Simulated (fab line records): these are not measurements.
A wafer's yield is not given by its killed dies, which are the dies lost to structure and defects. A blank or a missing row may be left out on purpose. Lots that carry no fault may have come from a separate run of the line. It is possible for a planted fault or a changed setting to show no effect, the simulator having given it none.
Shared-tool check -- flow sky130 -- 11 lots and 33 wafers in the sample

## REASON FOR OPENING
At SKY_VIA4_BOW_MEAS_03 the reading VIA4_BOW is flagged on 2 of 11 lots. Fault-free wafers read 77 um, with a standard deviation of 8.4.
Rule: a lot is flagged in two cases, either no wafer of it has a number, or all its wafers with numbers fall more than 4 standard deviations from that mean. The rest of the lots are taken to be sound.

lot,measured,on,"VIA4_BOW (um), wafer by wafer",flag
L827,day 42 08:01,filmMetro-02,84 69 87,
L830,day 43 05:38,filmMetro-01,86 87 84,
L831,day 43 09:32,filmMetro-02,88 78 81,
L833,day 43 23:16,filmMetro-04,89 87 78,
L837,day 44 23:48,filmMetro-04,72 66 70,
L839,day 45 09:17,filmMetro-02,123 131 134,FLAGGED
L841,day 45 18:58,filmMetro-04,121 126 126,FLAGGED
L842,day 46 01:08,filmMetro-01,74 80 86,
L845,day 46 17:19,filmMetro-02,57 67 60,
L848,day 47 12:02,filmMetro-02,81 80 87,
L849,day 47 18:44,filmMetro-02,73 84 85,
The mean of the flagged lots' numbers is 127 um, +50 um from the usual (+6 standard deviations).

## WHICH TOOL EACH LOT WENT THROUGH
The record holds 2 process steps before the reading, out of a route of 708 steps. Each cell gives the tool, then ch followed by the chambers the sampled wafers passed through, then the start.
lot,flag,SKY_CAP2M_SPUTTER_02,SKY_VIA4_CMP_02
L827,,"pvdSputter-02, day 40 06:20","cmp-01 ch 0,2,3, day 42 07:46"
L830,,"pvdSputter-03, day 41 04:47","cmp-02 ch 0,1, day 43 05:22"
L831,,"pvdSputter-03, day 41 09:31","cmp-01 ch 0,2,3, day 43 09:19"
L833,,"pvdSputter-02, day 41 23:07","cmp-01 ch 0,1,2, day 43 23:00"
L837,,"pvdSputter-01, day 43 00:17","cmp-01 ch 1,2,3, day 44 23:30"
L839,FLAGGED,"pvdSputter-03, day 43 10:57","cmp-01 ch 0,1, day 45 08:58"
L841,FLAGGED,"pvdSputter-01, day 43 22:10","cmp-01 ch 0,1,2, day 45 18:40"
L842,,"pvdSputter-03, day 44 03:11","cmp-01 ch 1,2,3, day 46 00:50"
L845,,"pvdSputter-03, day 44 20:49","cmp-02 ch 0,1,2, day 46 17:04"
L848,,"pvdSputter-02, day 45 16:13","cmp-02 ch 0,1,3, day 47 11:53"
L849,,"pvdSputter-01, day 46 00:05","cmp-02 ch 0,1, day 47 18:25"
What the steps here do:
- SKY_CAP2M_SPUTTER_02: material TiN, target thk 200 nm, time 166.7 s.
- SKY_VIA4_CMP_02: polishes SiO2.
- SKY_VIA4_BOW_MEAS_03

## FLAGGED AGAINST TOTAL, ONE TOOL AT A TIME (gauges that did the reading follow at the end)
step,tool,lots run,flagged,share of the flagged lots,sound lots run after its first flagged lot
SKY_CAP2M_SPUTTER_02,pvdSputter-01,3,1,some,1 (L849)
SKY_CAP2M_SPUTTER_02,pvdSputter-02,3,0,none,-
SKY_CAP2M_SPUTTER_02,pvdSputter-03,5,1,some,"2 (L842,L845)"
SKY_VIA4_CMP_02,cmp-01,7,2,all,1 (L842)
SKY_VIA4_CMP_02,cmp-02,4,0,none,-
SKY_VIA4_BOW_MEAS_03,filmMetro-01,2,0,none,-
SKY_VIA4_BOW_MEAS_03,filmMetro-02,6,1,some,"3 (L845,L848,L849)"
SKY_VIA4_BOW_MEAS_03,filmMetro-04,3,1,some,0

## THE TABLE: WHAT IT ALLOWS
All flagged lots share 1 row of the table, namely cmp-01 at SKY_VIA4_CMP_02.
- cmp-01 at SKY_VIA4_CMP_02: 2 of its 7 lots flagged. Sound lots followed the first flagged one (L842) on it, something a lasting fault affecting the whole tool could not allow. On the flagged lots its readings are blank where sound lots have values: edgeZonePressureFrac, headPressurePsi, motorCurrentA, retainingRingPressureFrac and 1 more.
No row of the table ran every flagged lot and no sound lot after the first.

## WHAT THE SIMULATOR HAD PUT IN
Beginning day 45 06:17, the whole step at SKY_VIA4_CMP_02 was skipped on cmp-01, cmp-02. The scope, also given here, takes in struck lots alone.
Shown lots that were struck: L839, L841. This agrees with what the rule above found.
